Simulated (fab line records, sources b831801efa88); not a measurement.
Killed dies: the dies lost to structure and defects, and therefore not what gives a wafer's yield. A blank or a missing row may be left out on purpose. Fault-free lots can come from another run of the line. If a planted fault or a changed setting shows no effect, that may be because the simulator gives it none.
A struck lot beside a sound one -- flow sky130 -- 44 out of 708 route steps
Sound: the wafers L718.3, L718.4, L718.5. Wafers struck: L728.1, L728.2, L728.3. The cause comes at the end.
At each step with rows: each side's tool, then ch and its chambers, then its first start. Under that, the readings that differ: sound wafers -- struck wafers -- difference of the means -- sigmas: that difference in standard deviations of wafers without a fault.
alike: words and numbers the same on both sides, and readings whose means are apart by under 2 such deviations; not compared: readings that were withheld, readings missing a value for some wafer, numbers with overlapping values and no deviation given by the record, and bounds like >300 which may hide the same value.
The two part at a step that has a row with sigmas, a row that says differs or no value, or rows on one side only. Numbers that don't overlap but have no deviation are shown without sigmas and don't part them. Lack of a reading on every wafer of one side parts them only where that side has two or more wafers.

SKY_FIELD_ISO_STRIP_16: strips in O2/N2.
  sound on plasma asher-03 ch 0,1, day 2 06:03; struck on plasma asher-02 ch 0,1, day 4 10:46
  alike: drypump motor current A, oes product au, strip time to endpoint s
  not compared: rf hours counter h
SKY_FIELD_ISO_ETCH_17: etches Si in HBr/Cl2/O2, target depth 342 nm, time 97.7 s.
  sound on rie si-01 ch 1,3, day 2 06:07; struck on rie si-02 ch 0,1,3, day 4 10:52
  alike: HBr_flow_sccm, drypump motor current A, oes product au, run length s, throttle valve pct
  not compared: rf hours counter h
then, 5 steps without rows for these wafers: SKY_FIELD_ISO_WET_ETCH_18 (etches Si3N4 in H3PO4, target depth 25 nm, time 286 s); SKY_FIELD_ISO_CLEAN_19 (cleans in SC1/SC2, time 150 s); SKY_FIELD_ISO_CLEAN_20 (cleans in dHF, time 20 s); SKY_FIELD_ISO_WET_ETCH_21 (etches SiO2 in dHF, target depth 20 nm, time 400 s); SKY_FIELD_ISO_OXIDATION_22 (stabilise 600 s, purge 300 s, target thk 10 nm).
SKY_FIELD_ISO_THK_MEAS_23:
  sound on film metro-03 at day 2 08:33; struck on film metro-01 at day 4 12:59
  alike: FIELD_ISO_OXIDATION_01_THK
then, 1 step without rows for these wafers: SKY_FIELD_ISO_CVD_24 (deposits SiO2, target thk 595 nm, time 99.2 s).
SKY_FIELD_ISO_THK_MEAS_25:
  sound on film metro-02 at day 2 08:41; struck on film metro-01 at day 4 13:07
  alike: FIELD_ISO_CVD_24_THK
then, 1 step without rows for these wafers: SKY_FIELD_ISO_ANNEAL_26 (time 1800 s).
SKY_FIELD_ISO_CMP_27: polishes, stops on Si3N4, t overpolish 16 s, target thk 457.8 nm.
  sound on cmp-02 ch 1,2, day 2 10:13; struck on cmp-02 ch 0,1,2, day 4 14:41
  alike: motor current A, overpolish run s, slurry flow ml min, time to endpoint s
SKY_FIELD_ISO_WET_ETCH_28: etches SiO2 in dHF, target depth 23.7 nm, time 47 s.
  sound on wet bench-03 ch 0, day 2 10:31; struck on wet bench-03 ch 1, day 4 14:59
reading,sound,struck,difference,sigmas
run length s (s),81 81 81,104 104 104,+23,+7
model.SiO2_of_FIELD_ISO_CVD_24.thk nm (nm),434.9 434 434.6,418.2 417.9 417.1,-16.8,
then, 4 steps without rows for these wafers: SKY_FIELD_ISO_WET_ETCH_29 (etches Si3N4 in H3PO4, target depth 160 nm, time 1825 s); SKY_FIELD_ISO_WET_ETCH_30 (etches SiO2 in dHF, target depth 25 nm, time 50 s); SKY_NWELL_CLEAN_00 (cleans in SC1/SC2, time 150 s); SKY_NWELL_OXIDATION_01 (stabilise 600 s, purge 300 s, target thk 10 nm).
SKY_NWELL_THK_MEAS_02:
  sound on film metro-04 at day 2 12:41; struck on film metro-03 at day 4 18:50
  alike: NWELL_OXIDATION_THK
then, 8 steps without rows for these wafers: SKY_DNWELL_DEHYDRATE_00 (time 60 s); SKY_DNWELL_HMDS_01 (prime time 60 s); SKY_DNWELL_COAT_02 (resist thk 3000 nm); SKY_DNWELL_SOFTBAKE_03; SKY_DNWELL_EXPOSE_04 (exposes mask DNM, target cd 3000 nm); SKY_DNWELL_PEB_05; SKY_DNWELL_DEVELOP_06 (develop time 60 s); SKY_DNWELL_IMPLANT_07.
SKY_DNWELL_STRIP_08: strips in O2/N2.
  sound on plasma asher-04 ch 0,1, day 3 05:02; struck on plasma asher-04 ch 0,1, day 5 13:57
  alike: drypump motor current A, oes product au, strip time to endpoint s
  not compared: rf hours counter h
SKY_DNWELL_TW_MEAS_09:
  sound on film metro-01 at day 3 05:07; struck on film metro-03 at day 5 14:03
  alike: DNWELL_TW
then, 7 steps without rows for these wafers: SKY_PWDE_DEHYDRATE_00 (time 60 s); SKY_PWDE_HMDS_01 (prime time 60 s); SKY_PWDE_COAT_02 (resist thk 3000 nm); SKY_PWDE_SOFTBAKE_03; SKY_PWDE_EXPOSE_04 (exposes mask PWDEM, target cd 840 nm); SKY_PWDE_PEB_05; SKY_PWDE_DEVELOP_06 (develop time 60 s).
SKY_PWDE_OVL_MEAS_07:
  sound on overlay-01 at day 3 20:37; struck on overlay-02 at day 6 08:47
  alike: PWDE_OVL
then, 1 step without rows for these wafers: SKY_PWDE_IMPLANT_08.
SKY_PWDE_STRIP_09: strips in O2/N2.
  sound on plasma asher-04 ch 0,1, day 3 20:49; struck on plasma asher-02 ch 0,1, day 6 08:58
reading,sound,struck,difference,sigmas
drypump motor current A (A),4.9 5.6 4.9,5.8 6.0 6.1,+0.8,+2
  alike: oes product au, strip time to endpoint s
  not compared: rf hours counter h
SKY_PWDE_TW_MEAS_10:
  sound on film metro-03 at day 3 20:54; struck on film metro-04 at day 6 09:04
  alike: PWDE_TW
then, 3 steps without rows for these wafers: SKY_NWELL_DEHYDRATE_03 (time 60 s); SKY_NWELL_HMDS_04 (prime time 60 s); SKY_NWELL_COAT_05 (resist thk 3000 nm).
-- the record jumps here: 26 days lie between the struck wafers' starts before and after (it left off in module NWELL and takes up again in module SALICIDE, whose first step shown is number 361 of the route) --
SKY_SALICIDE_CLEAN_00: cleans in HF-last, time 30 s.
  sound on wet bench-04 ch 2, day 28 04:29; struck on wet bench-04 ch 2, day 32 02:47
reading,sound,struck,difference,sigmas
model.SiO2_of_FIELD_ISO_CVD_24.thk nm (nm),359.9 359.1 359.6,342.5 341.9 341.3,-17.6,
-- the record jumps here: 17 days lie between the struck wafers' starts before and after (it left off in module SALICIDE and takes up again in module PAD_OPEN, whose first step shown is number 708 of the route) --
SKY_PAD_OPEN_PROBE_99:
  sound on prober-02 at day 45 20:19; struck on prober-02 at day 48 18:42
reading,sound,struck,difference,sigmas
model.etest.res_p_drift_20v.line ohm um,1.103e+04 1.102e+04 1.124e+04,1.027e+04 1.07e+04 9691,-8.763e+02,
model.etest.res_p_drift_20v.rs ohm sq,9174 9144 9376,8696 8744 8029,-742,
model.etest.res iso pwell.rs ohm sq,3126 3094 3204,2606 2614 2362,-614,
model.etest.res iso pwell.line ohm um,1183 1181 1218,972.8 972.6 879,-252.5,
model.etest.cap li to poly.c af um2,101.1 98.39 100.6,97.65 91.46 91.18,-6.60,
model.etest.cap poly to well.c af um2,90.63 91.7 89.55,95.92 94.41 98.9,+5.78,
model.etest.field p.vt v (V),-40.7 -40.37 -41.34,-38.26 -38.66 -34.51,+3.66,
  alike: killed_at_M0_to_M3, killed_at_M4_up, killed at contacts, killed at front end, killed at other, killed dies, killed open, killed short
  not compared: model.etest.pfet_16v.r on ohm um

== WHERE THEY PART ==
Earliest at SKY_FIELD_ISO_WET_ETCH_28; latest, in this record, at SKY_PWDE_STRIP_09. Later steps at which nothing parts them and some readings are alike: SKY_PWDE_TW_MEAS_10, SKY_PAD_OPEN_PROBE_99.

WHY: whatever the simulator had introduced
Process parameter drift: wet bench-03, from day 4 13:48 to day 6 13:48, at SKY_FIELD_ISO_WET_ETCH_28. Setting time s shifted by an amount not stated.
